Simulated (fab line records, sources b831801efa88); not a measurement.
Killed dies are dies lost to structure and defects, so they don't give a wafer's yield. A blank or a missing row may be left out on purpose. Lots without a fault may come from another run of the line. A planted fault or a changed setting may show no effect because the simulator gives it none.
fab line records | flow sky130
record lots=7 wafers=21 last_day=49
route steps=708 shown FIELD_ISO@13 PAD_OPEN@708
lots that met no fault: from a run of the same line without faults
start_h: hours from the record's first day to the start of the lot's first wafer shown | wait_h: hours since the lot's step before | " the same as in the row above | L1.1+2: a row that stands for several wafers | - no value, or no start given | * or withheld: withheld | < > ~ a bound
route shown NAME@n: a module of which the file shows steps, and the number in the route of the first | usual: mean/standard deviation of fault-free wafers | same: alike in all rows | chamber/n: place in a boat | sites: the reading at each site | _std_site: their standard deviation | _edge_site: outer sites' mean less inner sites' | radius_mm: how far each site lies from the wafer's centre | mask NAME#n: copy n | behind: the tool/chamber that last shaped the wafer | hold: why the lot was held/for how many hours/how that ended | device: the transistor (n, p or np) that didn't switch | end of line: the same wafers' tests at the end of the route | a step without rows: its recipe alone | killed: dies lost to structure and defects at the first sort, not the wafer's yield | map: a wafer's dies, x killed, . not, _ none there
set.NAME: the setting as run; set.NAME@STEP: as run at that earlier step | model.NAME: the simulator's own value behind a step, which no gauge read
lots at some steps of the route; a table a step, a row a wafer
services: from which hour (start_h, from the record's first day; less than 0 if before it) a tool's chamber was out of use, for how many hours, and why
## steps
# step SKY_FIELD_ISO_DEVELOP_12
# recipe develop_time_s=60 resist=KrF-thick dev_temp_c=21
# step SKY_FIELD_ISO_CD_MEAS_13
# recipe target_cd_nm=150
# usual cd_nm=149.5/1.4
# columns lot.wafer tool chamber start_h wait_h cd_nm
L431.2 cd_sem-02 - 44.25 - 149.6
L431.3 " - " " 152.5
L431.4 " - " " 150.9
L433.2 cd_sem-02 - 54.53 - 150.0
L433.3 " - " " 149.9
L433.6 " - " " 148.5
L437.3 cd_sem-01 - 75.20 - 150.6
L437.4 " - " " 151.8
L437.5 " - " " 151.3
L439.1 cd_sem-01 - 85.25 - 146.4
L439.2 " - " " 147.7
L439.3 " - " " 146.3
L441.3 cd_sem-01 - 96.62 - 149.1
L441.4 " - " " 149.4
L441.5 " - " " 149.6
L442.1 cd_sem-01 - 100.15 - 148.4
L442.4 " - " " 148.3
L442.6 " - " " 148.9
L447.4 cd_sem-02 - 127.11 - 148.4
L447.5 " - " " 150.3
L447.6 " - " " 149.4
# step SKY_FIELD_ISO_ETCH_14
# recipe chemistry=N2/H2 target=BARC ion_energy_ev=200 source_w=500 bias_w=100 pressure_mtorr=30 n2_flow_sccm=100 h2_flow_sccm=200 stop_on=SiO2 time_s=45.9 target_depth_a=600
# usual drypump_motor_current_A=5.9/0.34 oes_product_au=0.855/0.0054 throttle_valve_pct=13.225/0.0086
# columns lot.wafer tool chamber start_h wait_h drypump_motor_current_A oes_product_au rf_hours_counter_h throttle_valve_pct
L431.2 rie_diel-02 2 44.35 0.1 5.8 0.855 3 13.219
L431.3 " 1 " " 5.8 0.849 37 13.230
L431.4 " 0 " " 5.7 0.857 89 13.216
L433.2 rie_diel-02 2 54.63 0.1 5.8 0.858 3 13.224
L433.3 " 3 " " 6.5 0.854 88 13.228
L433.6 " 3 " " 6.5 0.854 - 13.223
L437.3 rie_diel-04 0 75.28 0.1 5.5 0.852 19 13.245
L437.4 " 0 " " 5.5 0.851 - 13.244
L437.5 " 2 " " 5.9 0.852 - 13.231
L439.1 rie_diel-03 1 85.37 0.1 6.2 0.854 140 13.218
L439.2 " 2 " " 6.4 0.844 156 13.215
L439.3 " 0 " " 5.9 0.867 12 13.222
L441.3 rie_diel-02 2 96.70 0.1 5.8 0.850 4 13.218
L441.4 " 3 " " 6.5 0.862 89 13.218
L441.5 " 0 " " 5.7 0.844 - 13.219
L442.1 rie_diel-04 3 100.27 0.1 5.4 0.853 139 13.233
L442.4 " 3 " " 5.4 0.849 - 13.225
L442.6 " 0 " " 5.5 0.849 - 13.221
L447.4 rie_diel-04 3 127.17 0.0 5.4 0.861 139 13.224
L447.5 " 2 " " 5.9 0.856 - 13.229
L447.6 " 1 " " 5.9 0.856 - 13.234
# step SKY_FIELD_ISO_ETCH_15
# recipe chemistry=CHF3/O2 target_depth_nm=180 stop_on=Si source_w=600 bias_w=200 pressure_mtorr=40 chf3_flow_sccm=50 O2_flow_sccm=5 time_s=72
# usual drypump_motor_current_A=5.9/0.34 oes_product_au=0.945/0.0068 throttle_valve_pct=8.843/0.0087
# columns lot.wafer tool chamber start_h wait_h drypump_motor_current_A oes_product_au rf_hours_counter_h throttle_valve_pct
L431.2 rie_diel-02 2 44.40 0.0 5.8 0.956 3 8.825
L431.3 " 1 " " 5.7 0.948 37 8.840
L431.4 " 0 " " 5.7 0.956 89 8.845
L433.2 rie_diel-02 2 54.67 0.0 5.8 0.933 3 8.846
L433.3 " 3 " " 6.5 0.943 88 8.841
L433.6 " 3 " " 6.5 0.945 - 8.850
L437.3 rie_diel-04 0 75.32 0.0 5.5 0.936 19 8.840
L437.4 " 0 " " 5.5 0.939 - 8.846
L437.5 " 2 " " 5.9 0.944 - 8.838
L439.1 rie_diel-03 1 85.42 0.0 6.2 0.941 140 8.844
L439.2 " 2 " " 6.4 0.941 156 8.863
L439.3 " 0 " " 5.9 0.938 12 8.860
L441.3 rie_diel-02 2 96.75 0.0 5.8 0.949 4 8.851
L441.4 " 3 " " 6.5 0.957 89 8.841
L441.5 " 0 " " 5.7 0.958 - 8.843
L442.1 rie_diel-04 3 100.32 0.0 5.3 0.944 139 8.832
L442.4 " 3 " " 5.4 0.946 - 8.860
L442.6 " 0 " " 5.4 0.952 - 8.851
L447.4 rie_diel-04 3 127.22 0.0 5.4 0.942 139 8.837
L447.5 " 2 " " 5.9 0.949 - 8.828
L447.6 " 1 " " 5.9 0.942 - 8.847
# step SKY_FIELD_ISO_STRIP_16
# recipe chemistry=O2/N2 power_w=1400 pressure_mtorr=1500 platen_temp_c=withheld o2_flow_sccm=3000 n2_flow_sccm=300 overash_fraction=0.5
# usual drypump_motor_current_A=6.1/0.3 oes_product_au=0.378/0.0049 strip_time_to_endpoint_s=3.54/0.042
# columns lot.wafer tool chamber start_h wait_h drypump_motor_current_A oes_product_au rf_hours_counter_h strip_time_to_endpoint_s
L431.2 plasma_asher-04 0 44.45 0.0 5.9 0.382 35 3.59
L431.3 " 1 " " 5.5 0.372 - 3.56
L431.4 " 0 " " 5.9 0.376 - 3.54
L433.2 plasma_asher-03 0 54.72 0.0 5.9 0.375 37 3.60
L433.3 " 1 " " 6.2 0.386 - 3.54
L433.6 " 1 " " 6.2 0.377 - 3.55
L437.3 plasma_asher-01 1 75.41 0.1 6.3 0.376 - 3.53
L437.4 " 0 " " 6.4 0.379 - 3.54
L437.5 " 1 " " 6.3 0.377 - 3.60
L439.1 plasma_asher-01 0 85.47 0.0 6.4 0.382 28 3.53
L439.2 " 1 " " 6.3 0.377 28 3.52
L439.3 " 1 " " 6.3 0.384 - 3.59
L441.3 plasma_asher-04 1 96.84 0.1 5.6 0.374 - 3.61
L441.4 " 0 " " 6.0 0.380 - 3.57
L441.5 " 0 " " 5.9 0.385 - 3.56
L442.1 plasma_asher-04 0 100.37 0.0 6.0 0.379 40 3.47
L442.4 " 0 " " 5.9 0.377 - 3.44
L442.6 " 1 " " 5.6 0.377 - 3.52
L447.4 plasma_asher-03 0 127.31 0.1 5.9 0.374 - 3.51
L447.5 " 1 " " 6.2 0.377 - 3.56
L447.6 " 0 " " 5.9 0.371 - 3.46
# step SKY_FIELD_ISO_ETCH_17
# recipe target_depth_a=3420 mask_material=Si3N4 chemistry=HBr/Cl2/O2 target=Si taper_deg=5 icp_w=600 bias_w=150 pressure_mtorr=15 HBr_flow_sccm=150 Cl2_flow_sccm=40 O2_flow_sccm=6 time_s=97.7
# usual drypump_motor_current_A=5.6/0.45 mfc_cl2_sccm=40.01/0.13 oes_product_au=1.002/0.0099 throttle_valve_pct=25.654/0.012
# columns lot.wafer tool chamber start_h wait_h drypump_motor_current_A mfc_cl2_sccm oes_product_au rf_hours_counter_h throttle_valve_pct
L431.2 rie_si-02 0 44.55 0.1 5.5 40.03 0.997 117 25.653
L431.3 " 1 " " 5.9 40.00 0.983 0 25.649
L431.4 " 3 " " 6.1 40.08 0.992 - 25.669
L433.2 rie_si-02 1 54.82 0.1 5.8 39.99 0.995 1 25.658
L433.3 " 2 " " 5.9 39.85 1.007 48 25.641
L433.6 " 2 " " 5.9 40.06 1.008 - 25.628
L437.3 rie_si-01 2 75.47 0.0 5.3 39.87 0.995 147 25.654
L437.4 " 3 " " 5.5 40.03 0.986 50 25.669
L437.5 " 2 " " 5.3 40.20 0.999 - 25.655
L439.1 rie_si-02 1 85.57 0.1 5.8 40.02 0.991 1 25.676
L439.2 " 2 " " 5.9 39.90 1.014 48 25.629
L439.3 " 0 " " 5.5 39.98 0.995 117 25.657
L441.3 rie_si-01 3 96.90 0.0 5.6 40.03 0.997 50 25.668
L441.4 " 0 " " 4.7 40.08 1.013 - 25.648
L441.5 " 1 " " 6.1 39.94 1.005 - 25.655
L442.1 rie_si-02 1 100.47 0.1 5.8 39.97 0.993 1 25.662
L442.4 " 3 " " 6.0 39.93 0.995 123 25.647
L442.6 " 3 " " 6.0 39.93 1.005 - 25.649
L447.4 rie_si-02 1 127.37 0.0 5.9 40.19 0.983 1 25.659
L447.5 " 1 " " 5.9 40.15 0.992 - 25.663
L447.6 " 2 " " 5.9 39.99 1.007 - 25.659
# step SKY_FIELD_ISO_WET_ETCH_18
# recipe chemistry=H3PO4 target_depth_nm=25 temp_c=160 target=Si3N4 time_s=286
# step SKY_FIELD_ISO_CLEAN_19
# recipe chemistry=SC1/SC2 mix=1:4:20 temp_c=70 time_s=143.6
# step SKY_FIELD_ISO_CLEAN_20
# recipe chemistry=dHF time_s=20 dilution=100:1
# step SKY_FIELD_ISO_WET_ETCH_21
# recipe chemistry=dHF dilution=100:1 target_depth_nm=20 dry=ipa_marangoni target=SiO2 temp_c=25 time_s=400
# step SKY_FIELD_ISO_OXIDATION_22
# recipe temp_c=950 ambient=O2 stabilise_s=600 purge_s=300 target_thk_a=100 ox_time_s=623
# step SKY_FIELD_ISO_THK_MEAS_23
# recipe reads=SiO2_of_FIELD_ISO_OXIDATION_22
# usual FIELD_ISO_OXIDATION_01_THK=10.00/0.2
# columns lot.wafer tool chamber start_h wait_h FIELD_ISO_OXIDATION_01_THK[nm]
L431.2 film_metro-03 - 46.08 0.0 9.92
L431.3 " - " " 10.05
L431.4 " - " " 9.87
L433.2 film_metro-03 - 56.35 0.0 10.13
L433.3 " - " " 10.20
L433.6 " - " " 10.25
L437.3 film_metro-02 - 78.47 0.0 10.17
L437.4 " - " " 9.98
L437.5 " - " " 9.97
L439.1 film_metro-03 - 87.81 0.0 9.80
L439.2 " - " " 9.73
L439.3 " - " " 9.77
L441.3 film_metro-04 - 99.95 0.0 10.08
L441.4 " - " " 10.26
L441.5 " - " " 10.05
L442.1 film_metro-02 - 102.80 0.0 10.19
L442.4 " - " " 10.24
L442.6 " - " " 10.11
L447.4 film_metro-02 - 129.26 0.0 10.15
L447.5 " - " " 10.23
L447.6 " - " " 10.17
# step SKY_FIELD_ISO_CVD_24
# recipe material=SiO2 target_thk_nm=595 temp_c=650 sigma_open_frac=0.3 time_s=99.2 sih4_flow_sccm=60 pressure_mtorr=6
# usual sih4_flow_sccm=60.00/0.18
# columns lot.wafer tool chamber start_h wait_h sih4_flow_sccm model.SiO2_of_FIELD_ISO_CVD_24.thk_nm
L431.2 hdpcvd-02 0 46.13 0.0 60.05 584.8
L431.3 " 2 " " 60.06 596.7
L431.4 " 0 " " 59.99 586.8
L433.2 hdpcvd-01 1 56.40 0.0 59.83 592.3
L433.3 " 1 " " 59.94 595.3
L433.6 " 1 " " 59.88 590.8
L437.3 hdpcvd-01 0 78.51 0.0 59.76 598.4
L437.4 " 1 " " 59.97 594.1
L437.5 " 2 " " 60.02 782.4
L439.1 hdpcvd-01 2 87.86 0.1 60.07 779.7
L439.2 " 0 " " 59.93 591.6
L439.3 " 1 " " 59.54 593.6
L441.3 hdpcvd-02 1 99.99 0.0 60.08 601.5
L441.4 " 2 " " 60.11 599.7
L441.5 " 0 " " 59.77 591.7
L442.1 hdpcvd-01 2 102.86 0.1 60.12 779.7
L442.4 " 0 " " 60.04 593.4
L442.6 " 1 " " 60.23 774
L447.4 hdpcvd-02 0 129.32 0.1 60.04 595.1
L447.5 " 2 " " 60.07 600.9
L447.6 " 1 " " 59.89 598.2
# step SKY_FIELD_ISO_THK_MEAS_25
# recipe reads=SiO2_of_FIELD_ISO_CVD_24
# usual FIELD_ISO_CVD_24_THK=596/6.2
# columns lot.wafer tool chamber start_h wait_h FIELD_ISO_CVD_24_THK[nm]
L431.2 film_metro-03 - 46.21 0.0 585
L431.3 " - " " 596
L431.4 " - " " 587
L433.2 film_metro-04 - 56.52 0.1 592
L433.3 " - " " 595
L433.6 " - " " 591
L437.3 film_metro-04 - 78.60 0.1 599
L437.4 " - " " 594
L437.5 " - " " 782
L439.1 film_metro-02 - 87.94 0.0 780
L439.2 " - " " 592
L439.3 " - " " 593
L441.3 film_metro-04 - 100.08 0.1 602
L441.4 " - " " 599
L441.5 " - " " 591
L442.1 film_metro-04 - 102.93 0.0 779
L442.4 " - " " 594
L442.6 " - " " 774
L447.4 film_metro-04 - 129.39 0.0 595
L447.5 " - " " 601
L447.6 " - " " 598
# step SKY_FIELD_ISO_ANNEAL_26
# recipe temp_c=1000 time_s=1800 ambient=N2
# step SKY_FIELD_ISO_CMP_27
# recipe stop_on=Si3N4 t_overpolish_s=16 down_force_psi=4 platen_rpm=60 target_thk_nm=457.8 pad_velocity_m_s=0.94248
# usual motor_current_A=12.9/0.93 time_to_endpoint_s=113/4.5
# columns lot.wafer tool chamber start_h wait_h motor_current_A time_to_endpoint_s
L431.4 cmp-02 1 49.08 0.0 11.3 114
L431.3 " 2 " " 12.2 112
L431.2 " 3 " " 13.4 109
L433.2 cmp-02 2 59.24 0.0 12.8 114
L433.3 " 0 " " 11.9 113
L433.6 " 3 " " 13.1 111
L437.4 cmp-01 2 81.26 0.1 12.6 116
L437.3 " 3 " " 12.6 108
L437.5 " 1 " " 13.5 146
L439.2 cmp-02 1 90.60 0.1 11.5 119
L439.1 " 2 " " 12.8 150
L439.3 " 3 " " 13.2 110
L441.4 cmp-01 0 101.62 0.0 14.3 112
L441.3 " 3 " " 12.1 112
L441.5 " 1 " " 13.6 111
L442.4 cmp-01 1 105.82 0.3 12.6 117
L442.1 " 2 " " 11.7 159
L442.6 " 1 " " 13.5 154
L447.4 cmp-01 1 137.27 0.5 13.4 116
L447.5 " 0 " " 14.2 115
L447.6 " 1 " " 13.6 112
# step SKY_FIELD_ISO_WET_ETCH_28
# recipe chemistry=dHF target_depth_nm=23.7 target=SiO2 dilution=10:1 temp_c=25 time_s=47
# step SKY_PAD_OPEN_PROBE_99
# usual killed_at_M0_to_M3=44/7.8 killed_at_M4_up=2.9/1.7 killed_at_contacts=24/5.4 killed_at_front_end=15/4.5 killed_at_other=0.3/0.55 killed_dies=87/10 killed_on_rim=17/4.1 killed_open=48/7.4 killed_short=39/5.9
# same gross_dies=492 killed_at_back_side=0
# columns lot.wafer tool chamber start_h wait_h killed_at_M0_to_M3 killed_at_M4_up killed_at_contacts killed_at_front_end killed_at_other killed_dies killed_on_rim killed_open killed_short
L431.2 prober-01 - 1091.35 0.1 33 3 22 22 0 80 18 46 34
L431.3 prober-01 - 1091.40 0.2 30 1 16 12 0 59 18 31 28
L431.4 prober-01 - 1091.45 0.2 41 6 14 17 0 78 18 48 30
L433.2 prober-01 - 1114.52 0.1 36 2 34 21 2 95 19 48 47
L433.3 prober-01 - 1114.57 0.2 40 2 21 25 0 88 13 43 45
L433.6 prober-01 - 1114.72 0.2 35 3 29 25 0 92 17 51 41
L437.3 prober-01 - 1127.30 0.2 38 2 25 16 0 81 16 37 44
L437.4 prober-01 - 1127.35 0.2 40 3 17 18 0 78 17 39 39
L437.5 prober-01 - 1127.40 0.2 56 2 24 13 0 95 13 48 47
L439.1 prober-01 - 1138.55 0.1 49 2 20 14 0 85 16 44 41
L439.2 prober-01 - 1138.60 0.1 35 4 24 19 0 82 19 43 39
L439.3 prober-01 - 1138.65 0.2 32 1 22 17 0 72 10 36 36
L441.3 prober-02 - 1148.95 0.2 37 3 23 12 0 75 14 32 43
L441.4 prober-02 - 1149.00 0.2 44 3 22 13 1 83 17 46 37
L441.5 prober-02 - 1149.05 0.2 37 7 23 7 0 74 16 33 41
L442.1 prober-01 - 1152.32 0.1 53 0 16 10 0 79 10 45 34
L442.4 prober-01 - 1152.47 0.2 51 1 16 10 1 79 19 41 38
L442.6 prober-01 - 1152.57 0.2 54 1 26 19 2 102 25 63 39
L447.4 prober-02 - 1184.77 0.2 42 1 21 12 0 76 10 46 30
L447.5 prober-02 - 1184.82 0.2 48 2 22 18 0 90 14 40 50
L447.6 prober-02 - 1184.87 0.2 62 4 20 6 0 92 17 47 45
# killed by level:class
L431.2 CONTACT:geometric_particle:open=11 LI_CONTACT:geometric_particle:open=7 METAL1:geometric_particle:short=6 VIA2:geometric_particle:open=6 FIELD_ISO:geometric_particle:short=5 FIELD_ISO:geometric_particle:open=4 POLY_GATE:geometric_particle:short=4 POLY_GATE:geometric_particle:open=4
L431.3 CONTACT:geometric_particle:open=7 VIA1:geometric_particle:short=7 VIA3:geometric_particle:open=6 LI_CONTACT:geometric_particle:open=5 VIA1:geometric_particle:open=5 POLY_GATE:geometric_particle:short=4 POLY_GATE:geometric_particle:open=4 LOCAL_INTERCONNECT:geometric_particle:short=3
L431.4 VIA2:geometric_particle:open=9 VIA1:geometric_particle:open=8 VIA3:geometric_particle:open=8 CONTACT:geometric_particle:open=7 FIELD_ISO:geometric_particle:open=5 POLY_GATE:geometric_particle:short=5 METAL4:geometric_particle:short=4 POLY_GATE:geometric_particle:open=3
L433.2 CONTACT:geometric_particle:open=10 FIELD_ISO:geometric_particle:open=8 LOCAL_INTERCONNECT:geometric_particle:short=8 CONTACT:geometric_particle:short=8 METAL1:geometric_particle:short=6 VIA1:geometric_particle:open=6 VIA1:geometric_particle:short=6 LI_CONTACT:geometric_particle:open=5
L433.3 VIA1:geometric_particle:open=11 POLY_GATE:geometric_particle:short=9 CONTACT:geometric_particle:open=9 FIELD_ISO:geometric_particle:short=5 VIA1:geometric_particle:short=5 METAL2:geometric_particle:short=5 VIA3:geometric_particle:open=5 LOCAL_INTERCONNECT:geometric_particle:short=4
L433.6 VIA1:geometric_particle:open=10 LI_CONTACT:geometric_particle:open=9 POLY_GATE:geometric_particle:open=8 CONTACT:geometric_particle:open=7 CONTACT:geometric_particle:short=6 METAL1:geometric_particle:short=6 FIELD_ISO:geometric_particle:short=5 FIELD_ISO:geometric_particle:open=5
L437.3 VIA1:geometric_particle:open=11 CONTACT:geometric_particle:short=9 METAL2:geometric_particle:short=6 CONTACT:geometric_particle:open=6 VIA1:geometric_particle:short=6 FIELD_ISO:geometric_particle:open=4 LI_CONTACT:geometric_particle:open=4 METAL1:geometric_particle:short=4
L437.4 VIA1:geometric_particle:open=8 POLY_GATE:geometric_particle:open=6 METAL1:geometric_particle:short=6 FIELD_ISO:geometric_particle:short=5 FIELD_ISO:geometric_particle:open=5 VIA2:geometric_particle:open=5 LI_CONTACT:geometric_particle:short=4 METAL2:geometric_particle:short=4
L437.5 CONTACT:geometric_particle:open=11 VIA1:geometric_particle:open=11 VIA2:geometric_particle:open=10 METAL1:geometric_particle:short=8 VIA1:geometric_particle:short=7 POLY_GATE:geometric_particle:short=5 VIA3:geometric_particle:open=5 METAL2:geometric_particle:short=5
L439.1 VIA1:geometric_particle:open=11 VIA3:geometric_particle:open=11 CONTACT:geometric_particle:open=7 VIA1:geometric_particle:short=7 CONTACT:geometric_particle:short=6 POLY_GATE:geometric_particle:short=5 VIA3:geometric_particle:short=5 LI_CONTACT:geometric_particle:open=4
L439.2 CONTACT:geometric_particle:open=12 VIA3:geometric_particle:open=9 FIELD_ISO:geometric_particle:short=7 FIELD_ISO:geometric_particle:open=6 VIA1:geometric_particle:open=6 METAL1:geometric_particle:short=6 CONTACT:geometric_particle:short=4 POLY_GATE:geometric_particle:short=4
L439.3 CONTACT:geometric_particle:open=10 FIELD_ISO:geometric_particle:short=7 LI_CONTACT:geometric_particle:open=7 VIA1:geometric_particle:open=7 METAL2:geometric_particle:short=6 POLY_CUT:geometric_particle:short=4 METAL1:geometric_particle:short=4 VIA2:geometric_particle:short=4
L441.3 VIA1:geometric_particle:open=8 LOCAL_INTERCONNECT:geometric_particle:short=7 VIA2:geometric_particle:short=7 METAL1:geometric_particle:short=6 CONTACT:geometric_particle:open=5 VIA2:geometric_particle:open=5 FIELD_ISO:geometric_particle:short=4 LI_CONTACT:geometric_particle:open=4
L441.4 CONTACT:geometric_particle:open=14 VIA2:geometric_particle:open=11 VIA1:geometric_particle:open=8 VIA2:geometric_particle:short=7 VIA3:geometric_particle:open=5 FIELD_ISO:geometric_particle:short=4 VIA1:geometric_particle:short=4 LI_CONTACT:geometric_particle:short=3
L441.5 VIA1:geometric_particle:open=12 VIA3:geometric_particle:open=6 CONTACT:geometric_particle:open=5 CONTACT:geometric_particle:short=5 METAL4:geometric_particle:short=5 LI_CONTACT:geometric_particle:short=4 LI_CONTACT:geometric_particle:open=4 METAL1:geometric_particle:short=4
L442.1 VIA1:geometric_particle:open=17 METAL1:geometric_particle:short=7 LI_CONTACT:geometric_particle:open=6 CONTACT:geometric_particle:open=6 VIA1:geometric_particle:short=6 METAL2:geometric_particle:short=6 VIA2:geometric_particle:open=5 FIELD_ISO:geometric_particle:short=3
L442.4 VIA1:geometric_particle:open=13 METAL1:geometric_particle:short=8 VIA2:geometric_particle:open=7 VIA1:geometric_particle:short=6 FIELD_ISO:geometric_particle:short=3 FIELD_ISO:geometric_particle:open=3 LI_CONTACT:geometric_particle:short=3 LI_CONTACT:geometric_particle:open=3
L442.6 VIA1:geometric_particle:open=13 CONTACT:geometric_particle:open=11 VIA3:geometric_particle:open=11 LI_CONTACT:geometric_particle:open=9 METAL1:geometric_particle:short=8 FIELD_ISO:geometric_particle:short=7 VIA1:geometric_particle:short=6 VIA2:geometric_particle:short=5
L447.4 VIA3:geometric_particle:open=11 CONTACT:geometric_particle:open=8 VIA1:geometric_particle:open=8 LI_CONTACT:geometric_particle:open=7 VIA2:geometric_particle:short=6 POLY_GATE:geometric_particle:short=5 VIA1:geometric_particle:short=5 CONTACT:geometric_particle:short=5
L447.5 METAL2:geometric_particle:short=9 VIA1:geometric_particle:open=8 METAL1:geometric_particle:short=8 LOCAL_INTERCONNECT:geometric_particle:short=8 CONTACT:geometric_particle:open=7 LI_CONTACT:geometric_particle:open=5 VIA2:geometric_particle:open=5 FIELD_ISO:geometric_particle:short=4
L447.6 VIA1:geometric_particle:open=16 METAL2:geometric_particle:short=10 VIA3:geometric_particle:open=7 CONTACT:geometric_particle:open=7 VIA1:geometric_particle:short=6 VIA2:geometric_particle:open=5 LOCAL_INTERCONNECT:geometric_particle:short=5 METAL1:geometric_particle:short=5
## services
# columns tool chamber start_h hours kind
hdpcvd-02 1 25.32 7.5 repair
rie_si-02 3 31.60 3.4 repair
hdpcvd-01 0 43.53 13.4 repair
plasma_asher-04 - 43.75 0.4 repair
rie_si-02 2 44.43 7.9 repair
rie_si-02 - 52.52 0.2 repair
cmp-02 - 55.12 0.5 repair
rie_si-02 - 57.13 14.6 pm
cmp-02 - 63.02 1.2 repair
cmp-01 - 64.00 4.0 pm
hdpcvd-02 - 66.76 15.0 pm
cmp-01 - 69.19 0.4 repair
rie_diel-02 1 69.85 5.6 repair
rie_si-02 0 73.07 4.6 repair
cmp-02 - 80.10 2.0 repair
rie_diel-02 0 83.65 9.7 repair
cmp-02 - 83.92 0.8 repair
rie_diel-04 3 87.67 10.2 repair
cmp-02 - 99.93 14.8 pm
plasma_asher-04 - 116.60 0.6 repair
cmp-02 - 117.91 7.2 repair
cmp-02 - 125.09 5.3 pm
rie_si-02 - 134.58 2.0 repair
cmp-02 - 135.93 1.3 repair
## key
first_sign step=SKY_FIELD_ISO_THK_MEAS_25 reading=FIELD_ISO_CVD_24_THK direction=up sigmas=30 usual=596 struck=779
effect step=SKY_FIELD_ISO_CMP_27 reading=time_to_endpoint_s direction=up sigmas=8.8 usual=* struck=*
model_effect step=SKY_FIELD_ISO_CVD_24 value=SiO2_of_FIELD_ISO_CVD_24.thk_nm without=600.4 struck=779
met_at SKY_FIELD_ISO_CVD_24
struck_wafers L437.5,L439.1,L442.1,L442.6
tester_left_out L437,L439,L442
onset_between 56.40 78.51
fault kind=process_parameter_drift tool=hdpcvd-01 chamber=- onset_h=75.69 steps=SKY_FIELD_ISO_CVD_24 channel=target_thk_nm offset=178.51 shape=step end_h=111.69 scope=struck_wafers_only acts_in=these_recipes_only stated=595
# tester_left_out: of these lots the tester's yield and bins aren't shown, on N5 and GAA mostly nor the transistor test; their killed dies are dies lost to structure and defects alone, not to doping, threshold or leakage, so they don't give the yield
